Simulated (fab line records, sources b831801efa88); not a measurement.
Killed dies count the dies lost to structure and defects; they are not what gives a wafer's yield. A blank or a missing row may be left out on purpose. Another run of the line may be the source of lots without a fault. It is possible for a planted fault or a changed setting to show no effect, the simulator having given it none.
Comparing a struck lot with a sound one -- flow gf180mcu -- 13 steps out of a route of 602
Sound: these wafers, L596.3, L596.5, L596.6. Wafers struck: L606.2, L606.3, L606.5. Last of all comes the cause.
Order at every step that has rows: each side's tool, ch and its chambers, its first start. Under that, the readings that differ: sound wafers -- struck wafers -- difference of the means -- sigmas: that difference in standard deviations of wafers without a fault.
alike: words and numbers the same on both sides, and readings whose means are apart by under 2 such deviations; not compared: readings that were withheld, readings missing a value for some wafer, numbers with overlapping values and no deviation given by the record, and bounds like >300 which may hide the same value.
Wherever a step has rows on one side only, a row that says differs or no value, or a row with sigmas, the two part there. Numbers that have no deviation but don't overlap get no sigmas and don't part them. A reading that every wafer of one side lacks parts them only if that side has two wafers or more.

first, 2 steps without rows for these wafers: GF_VT_IMPLANT_PEB_38; GF_VT_IMPLANT_DEVELOP_39 (develop time 60 s).
GF_VT_IMPLANT_OVL_MEAS_40:
  struck on overlay-01, day 10 22:23; sound on overlay-02, day 8 01:02
  alike: VT_IMPLANT_03_OVL
next, for these wafers, 1 step has no rows: GF_VT_IMPLANT_IMPLANT_41.
GF_VT_IMPLANT_STRIP_42: strips in O2/N2.
  sound on plasmaAsher-04 ch 0,1, day 8 01:14; struck on plasmaAsher-04 ch 0,1, day 10 22:34
  alike: drypumpMotorCurrentA, heaterPowerW, oesProductAu, stripTimeToEndpointS
  not compared: rfHoursCounterH
GF_VT_IMPLANT_TW_MEAS_43:
  struck on filmMetro-04, day 10 22:40; sound on filmMetro-02, day 8 01:20
  alike: VT_IMPLANT_4_TW
then, 1 step without rows for these wafers: GF_VT_IMPLANT_CLEAN_44 (cleans in SC1/SC2, time 150 s).
GF_VT_IMPLANT_RTA_45: time 30 s.
  sound on rtpAnneal-01 ch 0, day 8 01:27; struck on rtpAnneal-02 ch 0, day 10 22:47
  alike: lampPowerPct, wafer_temp_C_max
GF_VT_IMPLANT_RS_MEAS_46: measurement is done with a four-point probe.
  struck on filmMetro-03, day 10 22:53; sound on filmMetro-03, day 8 01:34
  alike: MVSD_RS
GF_VT_IMPLANT_RS_MEAS_47: measurement is done with a four-point probe.
  struck on filmMetro-03, day 10 23:01; sound on filmMetro-03, day 8 01:41
  alike: NWELL_RS
GF_VT_IMPLANT_RS_MEAS_48: measurement is done with a four-point probe.
  struck on filmMetro-03, day 10 23:08; sound on filmMetro-03, day 8 01:48
  alike: LVPWELL_RS
GF_VT_IMPLANT_RS_MEAS_49: measurement is done with a four-point probe.
  struck on filmMetro-03, day 10 23:15; sound on filmMetro-03, day 8 01:55
  alike: MVPSD_RS
GF_VT_IMPLANT_WET_ETCH_50: etches SiO2 in dHF, target depth 20 nm, time 400 s.
  sound on wetBench-03 ch 2, day 8 02:00; struck on wetBench-01 ch 3, day 10 23:21
  no value came back on the struck wafers for bathHeatDutyPct (%), runLengthS (s); on the sound wafers bathHeatDutyPct (%) reads 8.0 7.5 7.6
reading,sound,struck,difference,sigmas
model.SiO2_of_STI_CVD_23.thkNm (nm),381.3 381.5 380.9,403 402.3 402.2,+21,
model.SiO2_of_STI_OXIDATION_29.thkNm (nm),0 0 0,9.411 9.595 9.203,+9.403,

WHERE THEY PART
At GF_VT_IMPLANT_WET_ETCH_50 and nowhere else, as far as this record goes.

WHY: what the simulator had put in
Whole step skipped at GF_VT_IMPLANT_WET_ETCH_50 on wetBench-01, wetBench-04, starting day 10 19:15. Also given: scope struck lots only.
